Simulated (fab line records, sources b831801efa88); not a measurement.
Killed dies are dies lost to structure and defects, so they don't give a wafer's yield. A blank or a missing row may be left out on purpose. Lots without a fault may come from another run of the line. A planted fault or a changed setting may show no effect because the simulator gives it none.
A struck lot beside a sound one | flow sky130 | 34 steps out of a route of 708
Sound: wafers L428.2, L428.3, L428.6. Struck: wafers L427.1, L427.4, L427.6. The cause comes at the end.
At each step with rows: each side's tool, then ch and its chambers, then its first start. Under that, the readings that differ: sound wafers | struck wafers | difference of the means | sigmas: that difference in standard deviations of wafers without a fault.
alike: readings whose means differ by less than 2 such deviations, and words and numbers that are the same on both sides. not compared: withheld readings, readings that some wafer has no value for, bounds like >300 that may hide the same value, and numbers for which the record gives no deviation and whose values overlap.
The two part at a step that has a row with sigmas, a row that says differs or no value, or rows on one side only. Numbers that don't overlap but have no deviation are shown without sigmas and don't part them. A reading that every wafer of one side lacks parts them only if that side has two wafers or more.

first, 7 steps without rows for these wafers: SKY_SONOS_TUNNEL_DEVELOP_06 (develop time 60 s); SKY_SONOS_TUNNEL_IMPLANT_09; SKY_SONOS_TUNNEL_WET_ETCH_10 (etches SiO2 in dHF, target depth 14 nm, time 280 s); SKY_SONOS_TUNNEL_STRIP_11 (strips in SPM, time 600 s); SKY_SONOS_TUNNEL_CLEAN_13 (cleans in dHF, time 20 s); SKY_SONOS_ONO_OXIDATION_00 (stabilise 600 s, purge 300 s, target thk 2.6 nm); SKY_SONOS_ONO_CVD_02 (deposits Si3N4 from DCS/NH3, target thk 10.5 nm, time 180 s).
SKY_SONOS_ONO_CVD_04: deposits SiO2 from SiH4/N2O, target thk 5.7199 nm.
  sound on lpcvd-03 ch 1, day 18 19:43; struck on lpcvd-03 ch 0, day 18 04:28
  reading                                    | sound             | struck            | difference | sigmas
  spike_tc_bottom_C (C)                      | 913 912 911       | 921 920 922       | +9         | +2
  zone_power_centre_pct (%)                  | 16.52 16.45 16.49 | 16.71 17.00 16.81 | +0.35      | +2
  model.SiO2_of_SONOS_ONO_CVD_04.thk_nm (nm) | 5.951 6.018 5.912 | 6.315 6.372 6.283 | +0.363     |
  alike: spike_tc_top_C
SKY_SONOS_ONO_THK_MEAS_05:
  sound on film_metro-02, day 18 20:58; struck on film_metro-02, day 18 05:43
  reading                   | sound          | struck         | difference | sigmas
  SONOS_ONO_CVD_04_THK (nm) | 5.94 6.03 5.92 | 6.35 6.39 6.26 | +0.37      | +3
then, 23 steps without rows for these wafers: SKY_SONOS_ONO_DEHYDRATE_06 (time 60 s); SKY_SONOS_ONO_HMDS_07 (prime time 60 s); SKY_SONOS_ONO_COAT_08 (resist thk 1140 nm); SKY_SONOS_ONO_SOFTBAKE_09 (time 60 s); SKY_SONOS_ONO_EXPOSE_10 (exposes mask ONOM, target cd 410 nm); SKY_SONOS_ONO_PEB_11; SKY_SONOS_ONO_DEVELOP_12 (develop time 60 s); SKY_SONOS_ONO_ETCH_15 (etches the open film in CHF3/O2, target depth 19.52 nm, time 7.8 s); SKY_SONOS_ONO_WET_ETCH_16 (etches SiO2 in dHF, target depth 14 nm, time 280 s); SKY_SONOS_ONO_STRIP_17 (strips in O2/N2); SKY_SONOS_ONO_WET_ETCH_18 (etches Si3N4 in H3PO4, target depth 15 nm, time 172 s); SKY_GATE_OXIDE_CLEAN_00 (cleans in SC1/SC2, time 150 s); SKY_GATE_OXIDE_OXIDATION_01 (stabilise 600 s, purge 300 s, target thk 10.268 nm); SKY_GATE_OXIDE_DEHYDRATE_03 (time 60 s); SKY_GATE_OXIDE_HMDS_04 (prime time 60 s); SKY_GATE_OXIDE_COAT_05 (resist thk 1140 nm); SKY_GATE_OXIDE_SOFTBAKE_06 (time 60 s); SKY_GATE_OXIDE_EXPOSE_07 (exposes mask LVOM, target cd 600 nm); SKY_GATE_OXIDE_PEB_08; SKY_GATE_OXIDE_DEVELOP_09 (develop time 60 s); SKY_GATE_OXIDE_IMPLANT_11; SKY_GATE_OXIDE_WET_ETCH_12 (etches SiO2 in dHF, target depth 16.8 nm, time 336 s); SKY_GATE_OXIDE_STRIP_13 (strips in O2/N2).
-- the record jumps here: 3 days lie between the struck wafers' starts before and after --
SKY_GATE_OXIDE_CLEAN_15: cleans in SC1/SC2, time 150 s.
  sound on wet_bench-02 ch 3, day 21 12:48; struck on wet_bench-01 ch 2, day 20 21:16
  reading                                    | sound            | struck            | difference | sigmas
  model.SiO2_of_SONOS_ONO_CVD_04.thk_nm (nm) | 4.414 4.482 4.38 | 4.791 4.851 4.761 | +0.376     |
-- the record jumps here: 30 days lie between the struck wafers' starts before and after (it left off in module GATE_OXIDE and takes up again in module PAD_OPEN, whose first step shown is number 708 of the route) --
SKY_PAD_OPEN_PROBE_99:
  sound on prober-01, day 50 19:53; struck on prober-02, day 50 14:46
  reading                                 | sound                | struck               | difference | sigmas
  model.etest.sonos_erased.drive_ua_um    | 167.2 170.4 210.1    | 145.6 137.2 161.3    | -34.5      |
  model.etest.sonos_uncharged.r_on_ohm_um | 827.1 806.5 819.6    | 836.8 848.3 831.2    | +21.0      |
  model.etest.cap_ono.gate_log10_a_cm2    | -8.172 -8.246 -8.249 | -8.906 -8.94 -8.758  | -0.646     |
  model.etest.cap_ono.tox_acc_nm (nm)     | 13.07 13.11 13.12    | 13.67 13.63 13.53    | +0.51      |
  model.etest.sonos_programmed.vt_v (V)   | 1.39 1.369 1.326     | 1.071 1.022 1.082    | -0.303     |
  model.etest.sonos_erased.vt_v (V)       | -2.187 -2.168 -2.232 | -1.888 -1.874 -1.974 | +0.284     |
  model.etest.sonos_baked.vt_v (V)        | 0.8853 0.844 0.8631  | 0.6561 0.6567 0.693  | -0.1955    |
  alike: killed_at_M0_to_M3, killed_at_M4_up, killed_at_contacts, killed_at_front_end, killed_at_other, killed_dies, killed_open, killed_short
  not compared: model.etest.cap_ono.gate_bv_v

WHERE THEY PART
First at SKY_SONOS_ONO_CVD_04; last, within this record, at SKY_SONOS_ONO_THK_MEAS_05. Later steps at which nothing parts them and some readings are alike: SKY_PAD_OPEN_PROBE_99.

WHY: what the simulator had put in
Process parameter drift: lpcvd-03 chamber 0, from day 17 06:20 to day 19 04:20, at SKY_SONOS_ONO_CVD_04. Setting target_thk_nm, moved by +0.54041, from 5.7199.
